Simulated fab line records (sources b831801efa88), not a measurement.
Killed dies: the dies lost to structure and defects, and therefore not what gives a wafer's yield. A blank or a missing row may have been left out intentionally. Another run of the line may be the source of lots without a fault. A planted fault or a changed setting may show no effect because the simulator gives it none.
Problem report in the 8D (eight disciplines) form, filled by code ; flow gf180mcu ; the parts of the form that need people (team, actions taken, sign-off) are left out

1. THE ISSUE
Mean HV_LDD_3_TW at GF_HV_LDD_TW_MEAS_38: 1316 over 6 wafers in 2 lots; fault-free wafers: 1431, standard deviation 8.4. Measured from the usual mean, that is -14 standard deviations.
Seen first at day 14 23:00 on film_metro-03, wafer L560.1. Wafers with a number at this step in the record: 42, from 14 lots. Rule for "out" (also "out of limits"): further than 4 standard deviations from the usual mean. All remaining wafers that have a number are taken as sound.

2. WHAT THIS IS AND IS NOT
question;is;is not
which readings at this step;HV_LDD_3_TW;-
which lots;L560, L562;L552, L553, L554, L555, L566, L567, L568, L569, L570, L571, L572, L574
which wafers of those lots;all that have a number;-
read on which gauges;film_metro-03;film_metro-01, film_metro-04
when;from day 14 23:00;"up to then (12 sound wafers); but 24 sound wafers of L566, L567, L568, L569, L570, L571, L572, L574 came after"

3. WHAT RULES OUT EACH SUSPECT
Counting: a tool at any process step up to the reading remains a suspect when it ran all the lots that are out and ran no sound lot after the first of those.
- the gauge at GF_HV_LDD_TW_MEAS_38: kept. All the wafers that are out were read on film_metro-03, and no step on other tools shows them out.
- implanter-03 at GF_HV_LDD_IMPLANT_35: ruled out as a lasting fault. After its first lot that is out, L560 (day 14 19:52), sound lots L566, L567, L570 ran on it.
The count leaves film_metro-03 at GF_HV_LDD_TW_MEAS_38.

4. THE CAUSE (what the simulator had put in)
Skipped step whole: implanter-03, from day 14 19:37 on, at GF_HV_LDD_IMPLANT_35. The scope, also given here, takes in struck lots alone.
The count ruled it out by mistake, since the rule takes a fault to strike every lot its tool runs from the start of the fault on, and this one did not do so.

5. THE CHAIN OF EFFECTS, in route order
Rows list readings where the struck wafers' mean (over those with a number) sits beyond 3 standard deviations from the usual. Only readings for which the record gives a usual standard deviation are gone through. hours: the time from each lot's start at the first step in this table that gives one to its start at this step, as a median over the lots. sigmas: the change in usual standard deviations.
hours;step;reading;usual;on struck wafers;change;sigmas
0;GF_HV_LDD_TW_MEAS_38;HV_LDD_3_TW;1431;1316;-114;-14
22;GF_HV_LDD_RS_MEAS_53;HV_LDD_RS;418.6 ohm/sq;439.5;+20.9;+21
Readings that are blank on the struck wafers while sound wafers have them: beam_energy_keV at GF_HV_LDD_IMPLANT_35; beam_on_s at GF_HV_LDD_IMPLANT_35.

6. HOW IT WOULD HAVE BEEN CAUGHT EARLIER
3 hours passed between the start of the fault at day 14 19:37 and the first reading out of limits at a measuring or inspecting step in this record, taken at day 14 23:00.
At GF_HV_LDD_IMPLANT_35 the tool's readings are blank on the struck wafers, where sound wafers have them: an empty tool record is the first sign, and it was there at once.
